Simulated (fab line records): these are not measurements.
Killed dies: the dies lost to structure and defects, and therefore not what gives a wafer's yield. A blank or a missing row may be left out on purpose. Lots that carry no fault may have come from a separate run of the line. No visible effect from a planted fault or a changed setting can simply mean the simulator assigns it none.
Problem report in the 8D (eight disciplines) form, filled by code + flow sky130 + the parts of the form that need people (team, actions taken, sign-off) are left out

## 1. WHAT IS WRONG
Mean of killed_at_M0_to_M3 at SKY_PAD_OPEN_PROBE_99: 453 across 6 wafers in 2 lots; on wafers with no fault it is 43 (standard deviation 6.3). Measured from the usual mean, that is +65 standard deviations.
The first sign was on wafer L501.1 at day 49 05:10, on prober-01. At this step, 39 wafers from 13 lots have a number in the record. Rule for "out", or "out of limits": more than 4 standard deviations from the usual mean. Any other wafer with a number is counted as sound.

## 2. WHAT THIS IS AND IS NOT
| question                    | is                                                                   | is not                                                                                 |
|-----------------------------|----------------------------------------------------------------------|----------------------------------------------------------------------------------------|
| which readings at this step | killed_at_M0_to_M3, defect-limited-yield, killed-dies, killed-on-rim | killed_at_M4_up, killed-at-contacts, killed-at-other                                   |
| which lots                  | L501, L503                                                           | L488, L489, L492, L494, L495, L496, L497, L507, L508, L509, L510                       |
| which wafers of those lots  | all that have a number                                               | -                                                                                      |
| read on which tools         | prober-01                                                            | prober-02                                                                              |
| when                        | from day 49 05:10                                                    | up to then (21 sound wafers); but 12 sound wafers of L507, L508, L509, L510 came after |

## 3. WHAT RULES OUT EACH SUSPECT
Counting: any tool at a process step up to the reading is kept as a suspect provided that every lot that is out went through it and no sound lot did after the first of them.
- pvd-sputter-02 at SKY_METAL1_SPUTTER_04 (material TiN, target thk 70 nm, time 58.3 s): ruled out as a lasting fault. Following L501 (day 36 03:02), the first lot on it that is out, the sound lots L507, L509 were run on it.
- cmp-01 at SKY_VIA1_CMP_24 (polishes, stops on SiO2, t overpolish 15 s, target thk 0 nm): ruled out as a lasting fault. Following L501 (day 38 09:25), the first lot on it that is out, the sound lots L508, L509, L510 were run on it.
- prober-01 at SKY_PAD_OPEN_PROBE_99: ruled out as a lasting fault. Following L501 (day 49 05:10), the first lot on it that is out, the sound lots L508 were run on it.
Left after counting: nothing in the record.

## 4. THE CAUSE (what the simulator had put in)
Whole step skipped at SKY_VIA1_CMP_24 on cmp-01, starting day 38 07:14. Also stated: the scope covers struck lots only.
It was ruled out by counting, in error; the rule expects a fault to strike all lots run on its tool from its start on, and this fault did not.

## 5. THE CHAIN OF EFFECTS, in route order
Rows list readings where the struck wafers' mean (over those with a number) sits beyond 3 standard deviations from the usual. Only readings whose record carries a usual standard deviation are examined. hours: median over the lots of the time between each lot's start at the first step of this table that gives one and its start at this step. sigmas: the change, counted in usual standard deviations.
| hours | step                  | reading              | usual  | on struck wafers | change | sigmas |
|-------|-----------------------|----------------------|--------|------------------|--------|--------|
| 0     | SKY_PAD_OPEN_PROBE_99 | defect-limited-yield | 82.6 % | 0.0              | -82.6  | -46    |
| 0     | SKY_PAD_OPEN_PROBE_99 | killed_at_M0_to_M3   | 43     | 453              | +410   | +65    |
| 0     | SKY_PAD_OPEN_PROBE_99 | killed-dies          | 85     | 492              | +407   | +47    |
| 0     | SKY_PAD_OPEN_PROBE_99 | killed-on-rim        | 17     | 96               | +79    | +21    |
Here are the process steps it includes:
- SKY_PAD_OPEN_PROBE_99
Readings that are blank on the struck wafers while sound wafers have them: edge-zone-pressure-frac at SKY_VIA1_CMP_24; head-pressure-psi at SKY_VIA1_CMP_24; motor-current-A at SKY_VIA1_CMP_24; overpolish-run-s at SKY_VIA1_CMP_24; time-to-endpoint-s at SKY_VIA1_CMP_24.

## 6. WHAT WOULD HAVE CAUGHT IT SOONER
In this record no reading fell out of limits until day 49 05:10, 262 hours after the fault had begun at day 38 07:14.
At SKY_VIA1_CMP_24 the tool's readings are blank on the struck wafers, where sound wafers have them: an empty tool record is the first sign, and it was there at once.
